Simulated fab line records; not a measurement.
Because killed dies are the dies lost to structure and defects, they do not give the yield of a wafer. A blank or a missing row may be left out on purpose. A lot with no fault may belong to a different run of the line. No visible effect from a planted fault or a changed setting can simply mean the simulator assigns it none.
Which tool is to blame? || flow gf180mcu || 33 wafers from 11 lots sampled at 7 of the route's 602 steps

== WHAT THE GAUGES READ, wafer by wafer ==
GF_HV_LDD_OVL_MEAS_08.
{"lot": "L846", "measured": "day 10 11:41", "on": "overlay-01", "HV_LDD_OVL (nm)": "2.1 0.9 -0.4"}
{"lot": "L850", "measured": "day 11 20:38", "on": "overlay-02", "HV_LDD_OVL (nm)": "-1.4 -1.1 -1.0"}
{"lot": "L852", "measured": "day 12 13:07", "on": "overlay-01", "HV_LDD_OVL (nm)": "-0.6 1.3 -1.8"}
{"lot": "L854", "measured": "day 13 05:23", "on": "overlay-02", "HV_LDD_OVL (nm)": "1.0 1.0 0.5"}
{"lot": "L861", "measured": "day 15 04:35", "on": "overlay-01", "HV_LDD_OVL (nm)": "-1.3 -3.9 -3.3"}
{"lot": "L862", "measured": "day 15 12:54", "on": "overlay-02", "HV_LDD_OVL (nm)": "-1.0 -0.8 -3.1"}
{"lot": "L863", "measured": "day 15 21:19", "on": "overlay-01", "HV_LDD_OVL (nm)": "1.6 -0.2 -0.6"}
{"lot": "L864", "measured": "day 16 05:45", "on": "overlay-02", "HV_LDD_OVL (nm)": "0.1 0.7 -1.4"}
{"lot": "L865", "measured": "day 16 08:02", "on": "overlay-02", "HV_LDD_OVL (nm)": "-3.7 -1.8 -3.0"}
{"lot": "L866", "measured": "day 16 16:14", "on": "overlay-01", "HV_LDD_OVL (nm)": "-2.8 -0.4 -2.5"}
{"lot": "L867", "measured": "day 17 01:21", "on": "overlay-01", "HV_LDD_OVL (nm)": "0.3 0.5 0.7"}

GF_HV_LDD_TW_MEAS_11.
{"lot": "L846", "measured": "day 10 12:12", "on": "film-metro-04", "HV_LDD_TW": "2386 2382 2380"}
{"lot": "L850", "measured": "day 11 20:55", "on": "film-metro-04", "HV_LDD_TW": "2388 2391 2403"}
{"lot": "L852", "measured": "day 12 13:25", "on": "film-metro-03", "HV_LDD_TW": "2422 2408 2408"}
{"lot": "L854", "measured": "day 13 05:41", "on": "film-metro-01", "HV_LDD_TW": "2431 2424 2430"}
{"lot": "L861", "measured": "day 15 04:53", "on": "film-metro-03", "HV_LDD_TW": "2417 2430 2422"}
{"lot": "L862", "measured": "day 15 13:11", "on": "film-metro-01", "HV_LDD_TW": "2421 2431 2425"}
{"lot": "L863", "measured": "day 15 21:37", "on": "film-metro-03", "HV_LDD_TW": "2413 2415 2423"}
{"lot": "L864", "measured": "day 16 06:02", "on": "film-metro-04", "HV_LDD_TW": "2378 2393 2390"}
{"lot": "L865", "measured": "day 16 08:19", "on": "film-metro-04", "HV_LDD_TW": "2395 2391 2382"}
{"lot": "L866", "measured": "day 16 16:31", "on": "film-metro-01", "HV_LDD_TW": "2425 2433 2429"}
{"lot": "L867", "measured": "day 17 01:38", "on": "film-metro-03", "HV_LDD_TW": "2407 2421 2413"}

GF_HV_LDD_CD_MEAS_31: target cd 400 nm.
{"lot": "L846", "measured": "day 12 00:59", "on": "cd-sem-02", "cd-nm (nm)": "401.3 401.6 403.9"}
{"lot": "L850", "measured": "day 13 11:14", "on": "cd-sem-01", "cd-nm (nm)": "403.7 402.0 401.9"}
{"lot": "L852", "measured": "day 14 05:58", "on": "cd-sem-02", "cd-nm (nm)": "400.9 397.5 401.8"}
{"lot": "L854", "measured": "day 14 23:38", "on": "cd-sem-02", "cd-nm (nm)": "398.3 400.4 399.3"}
{"lot": "L861", "measured": "day 17 01:09", "on": "cd-sem-01", "cd-nm (nm)": "401.3 402.1 401.2"}
{"lot": "L862", "measured": "day 17 10:26", "on": "cd-sem-02", "cd-nm (nm)": "399.1 399.2 399.2"}
{"lot": "L863", "measured": "day 17 19:30", "on": "cd-sem-01", "cd-nm (nm)": "400.9 402.6 403.7"}
{"lot": "L864", "measured": "day 18 03:56", "on": "cd-sem-01", "cd-nm (nm)": "398.5 401.3 401.4"}
{"lot": "L865", "measured": "day 18 05:55", "on": "cd-sem-02", "cd-nm (nm)": "399.4 400.3 399.4"}
{"lot": "L866", "measured": "day 18 14:16", "on": "cd-sem-01", "cd-nm (nm)": "403.4 404.0 402.0"}
{"lot": "L867", "measured": "day 19 01:08", "on": "cd-sem-02", "cd-nm (nm)": "399.8 396.5 396.6"}

GF_NSD_TW_MEAS_12.
{"lot": "L846", "measured": "day 13 23:38", "on": "film-metro-03", "NSD_TW": "4259 4271 4249"}
{"lot": "L850", "measured": "day 15 09:29", "on": "film-metro-02", "NSD_TW": "4306 4308 4301"}
{"lot": "L852", "measured": "day 16 05:20", "on": "film-metro-03", "NSD_TW": "4266 4233 4270"}
{"lot": "L854", "measured": "day 17 00:20", "on": "film-metro-02", "NSD_TW": "4327 4319 4340 4335 4318 4320"}
{"lot": "L861", "measured": "day 19 06:39", "on": "film-metro-02", "NSD_TW": "4302 4276 4275"}
{"lot": "L862", "measured": "day 19 14:11", "on": "film-metro-01", "NSD_TW": "4280 4276 4288"}
{"lot": "L863", "measured": "day 19 23:50", "on": "film-metro-01", "NSD_TW": "4265 4297 4261"}
{"lot": "L864", "measured": "day 20 09:03", "on": "film-metro-02", "NSD_TW": "4264 4271 4259"}
{"lot": "L865", "measured": "day 20 10:58", "on": "film-metro-03", "NSD_TW": "4266 4257 4244"}
{"lot": "L866", "measured": "day 20 18:55", "on": "film-metro-02", "NSD_TW": "4281 4255 4253"}
{"lot": "L867", "measured": "day 21 06:38", "on": "film-metro-03", "NSD_TW": "4267 4290 4276"}

GF_PSD_RS_MEAS_14: a four-point-probe measurement.
{"lot": "L846", "measured": "day 14 20:27", "on": "film-metro-02", "NSD_RS (ohm/sq)": "46.40 46.37 46.37"}
{"lot": "L850", "measured": "day 16 07:53", "on": "film-metro-03", "NSD_RS (ohm/sq)": "45.35 45.29 45.19 45.37 45.31 45.18"}
{"lot": "L852", "measured": "day 17 04:10", "on": "film-metro-03", "NSD_RS (ohm/sq)": "46.21 46.17 46.29"}
{"lot": "L854", "measured": "day 17 23:35", "on": "film-metro-03", "NSD_RS (ohm/sq)": "45.35 45.32 45.35 45.22 45.35 45.38"}
{"lot": "L861", "measured": "day 20 07:32", "on": "film-metro-01", "NSD_RS (ohm/sq)": "46.21 46.10 46.21"}
{"lot": "L862", "measured": "day 20 15:02", "on": "film-metro-02", "NSD_RS (ohm/sq)": "46.10 46.31 46.26"}
{"lot": "L863", "measured": "day 21 00:07", "on": "film-metro-01", "NSD_RS (ohm/sq)": "46.28 46.22 46.20"}
{"lot": "L864", "measured": "day 21 09:50", "on": "film-metro-02", "NSD_RS (ohm/sq)": "46.17 46.16 46.28"}
{"lot": "L865", "measured": "day 21 11:19", "on": "film-metro-02", "NSD_RS (ohm/sq)": "46.20 46.09 46.22"}
{"lot": "L866", "measured": "day 21 19:16", "on": "film-metro-02", "NSD_RS (ohm/sq)": "46.26 46.10 46.22"}
{"lot": "L867", "measured": "day 22 06:55", "on": "film-metro-03", "NSD_RS (ohm/sq)": "46.10 46.11 46.02"}

== WHAT TOOL EACH LOT RAN ON (gives the tool, then ch and the chambers of the sampled wafers, and finally the start) ==
{"lot": "L846", "GF_NSD_IMPLANT_09": "implanter-04 ch 0, day 13 23:15", "GF_NSD_STRIP_11": "plasma-asher-02 ch 0,1, day 13 23:32"}
{"lot": "L850", "GF_NSD_IMPLANT_09": "implanter-03 ch 0, day 15 09:06", "GF_NSD_STRIP_11": "plasma-asher-04 ch 0,1, day 15 09:23"}
{"lot": "L852", "GF_NSD_IMPLANT_09": "implanter-04 ch 0, day 16 04:58", "GF_NSD_STRIP_11": "plasma-asher-04 ch 0,1, day 16 05:15"}
{"lot": "L854", "GF_NSD_IMPLANT_09": "implanter-03 ch 0, day 16 23:56", "GF_NSD_STRIP_11": "plasma-asher-03 ch 0,1, day 17 00:14"}
{"lot": "L861", "GF_NSD_IMPLANT_09": "implanter-01 ch 0, day 19 06:17", "GF_NSD_STRIP_11": "plasma-asher-03 ch 0,1, day 19 06:34"}
{"lot": "L862", "GF_NSD_IMPLANT_09": "implanter-03 ch 0, day 19 13:48", "GF_NSD_STRIP_11": "plasma-asher-03 ch 0,1, day 19 14:05"}
{"lot": "L863", "GF_NSD_IMPLANT_09": "implanter-04 ch 0, day 19 23:28", "GF_NSD_STRIP_11": "plasma-asher-02 ch 0,1, day 19 23:45"}
{"lot": "L864", "GF_NSD_IMPLANT_09": "implanter-01 ch 0, day 20 08:40", "GF_NSD_STRIP_11": "plasma-asher-04 ch 0,1, day 20 08:56"}
{"lot": "L865", "GF_NSD_IMPLANT_09": "implanter-03 ch 0, day 20 10:34", "GF_NSD_STRIP_11": "plasma-asher-03 ch 0,1, day 20 10:52"}
{"lot": "L866", "GF_NSD_IMPLANT_09": "implanter-03 ch 0, day 20 18:31", "GF_NSD_STRIP_11": "plasma-asher-03 ch 0,1, day 20 18:49"}
{"lot": "L867", "GF_NSD_IMPLANT_09": "implanter-04 ch 0, day 21 06:15", "GF_NSD_STRIP_11": "plasma-asher-03 ch 0,1, day 21 06:32"}
- GF_NSD_IMPLANT_09
- GF_NSD_STRIP_11: strips in O2/N2.

== WHAT THE TOOLS THEMSELVES READ (means of the sampled wafers that have a number; where no wafer has one, the mark that the record gives instead) ==
GF_NSD_IMPLANT_09.
{"lot": "L846", "tool": "implanter-04", "beam-energy-keV": 60.000}
{"lot": "L850", "tool": "implanter-03", "beam-energy-keV": 62.942}
{"lot": "L852", "tool": "implanter-04", "beam-energy-keV": 60.014}
{"lot": "L854", "tool": "implanter-03", "beam-energy-keV": 62.941}
{"lot": "L861", "tool": "implanter-01", "beam-energy-keV": 60.018}
{"lot": "L862", "tool": "implanter-03", "beam-energy-keV": 60.014}
{"lot": "L863", "tool": "implanter-04", "beam-energy-keV": 60.001}
{"lot": "L864", "tool": "implanter-01", "beam-energy-keV": 60.001}
{"lot": "L865", "tool": "implanter-03", "beam-energy-keV": 59.996}
{"lot": "L866", "tool": "implanter-03", "beam-energy-keV": 60.000}
{"lot": "L867", "tool": "implanter-04", "beam-energy-keV": 60.024}

GF_NSD_STRIP_11.
{"lot": "L846", "tool": "plasma-asher-02", "drypump-motor-current-A (A)": 5.38, "heater-power-w (W)": 333, "oes-product-au (a.u.)": 0.486, "strip-time-to-endpoint-s (s)": 22.91}
{"lot": "L850", "tool": "plasma-asher-04", "drypump-motor-current-A (A)": 5.27, "heater-power-w (W)": 317, "oes-product-au (a.u.)": 0.483, "strip-time-to-endpoint-s (s)": 23.36}
{"lot": "L852", "tool": "plasma-asher-04", "drypump-motor-current-A (A)": 5.28, "heater-power-w (W)": 317, "oes-product-au (a.u.)": 0.488, "strip-time-to-endpoint-s (s)": 22.96}
{"lot": "L854", "tool": "plasma-asher-03", "drypump-motor-current-A (A)": 5.83, "heater-power-w (W)": 366, "oes-product-au (a.u.)": 0.484, "strip-time-to-endpoint-s (s)": 23.31}
{"lot": "L861", "tool": "plasma-asher-03", "drypump-motor-current-A (A)": 5.83, "heater-power-w (W)": 358, "oes-product-au (a.u.)": 0.487, "strip-time-to-endpoint-s (s)": 22.97}
{"lot": "L862", "tool": "plasma-asher-03", "drypump-motor-current-A (A)": 5.83, "heater-power-w (W)": 357, "oes-product-au (a.u.)": 0.485, "strip-time-to-endpoint-s (s)": 22.93}
{"lot": "L863", "tool": "plasma-asher-02", "drypump-motor-current-A (A)": 5.49, "heater-power-w (W)": 321, "oes-product-au (a.u.)": 0.485, "strip-time-to-endpoint-s (s)": 22.98}
{"lot": "L864", "tool": "plasma-asher-04", "drypump-motor-current-A (A)": 5.27, "heater-power-w (W)": 322, "oes-product-au (a.u.)": 0.489, "strip-time-to-endpoint-s (s)": 23.00}
{"lot": "L865", "tool": "plasma-asher-03", "drypump-motor-current-A (A)": 5.69, "heater-power-w (W)": 333, "oes-product-au (a.u.)": 0.488, "strip-time-to-endpoint-s (s)": 22.90}
{"lot": "L866", "tool": "plasma-asher-03", "drypump-motor-current-A (A)": 5.69, "heater-power-w (W)": 329, "oes-product-au (a.u.)": 0.487, "strip-time-to-endpoint-s (s)": 22.97}
{"lot": "L867", "tool": "plasma-asher-03", "drypump-motor-current-A (A)": 5.84, "heater-power-w (W)": 351, "oes-product-au (a.u.)": 0.486, "strip-time-to-endpoint-s (s)": 22.98}

== THE ANSWER, worked out from the rows above alone ==
Rule: the lots themselves supply what counts as usual. The widest of any qualifying gaps counts: lots, ordered by their means at a reading, are off when they make up no more than a third of the lots, leave a main group of 4 or more, and stand apart from it by 3 or more times the standard deviation of that group's means. A main group is skipped when, at the precision printed for the reading in the tables above, its means are all equal. Also off: a lot with no number at a reading for which 4 or more lots have one. Where the step has rows for the other lots, those lots are counted as sound. After the gauges, taken in route order, come the tools' own readings; for these a lot's mean is taken, as printed above. The first step at which some lot is off is used, and at that step the reading that is off furthest; a lot without a number counts as furthest.
Off: L850, L854, at GF_PSD_RS_MEAS_14 (NSD_RS). For the main group the mean is 46.21 ohm/sq and the standard deviation 0.075.
If a tool, at a process step before that reading, ran all the lots that are off and no sound lot after the first of them, it fits. Not tried: the gauges at GF_PSD_RS_MEAS_14; whatever is off there is also off at GF_NSD_IMPLANT_09, on other tools, and gauge error can't account for it. Not one of the candidates tried fits.

== WHAT HAD BEEN PUT IN BY THE SIMULATOR ==
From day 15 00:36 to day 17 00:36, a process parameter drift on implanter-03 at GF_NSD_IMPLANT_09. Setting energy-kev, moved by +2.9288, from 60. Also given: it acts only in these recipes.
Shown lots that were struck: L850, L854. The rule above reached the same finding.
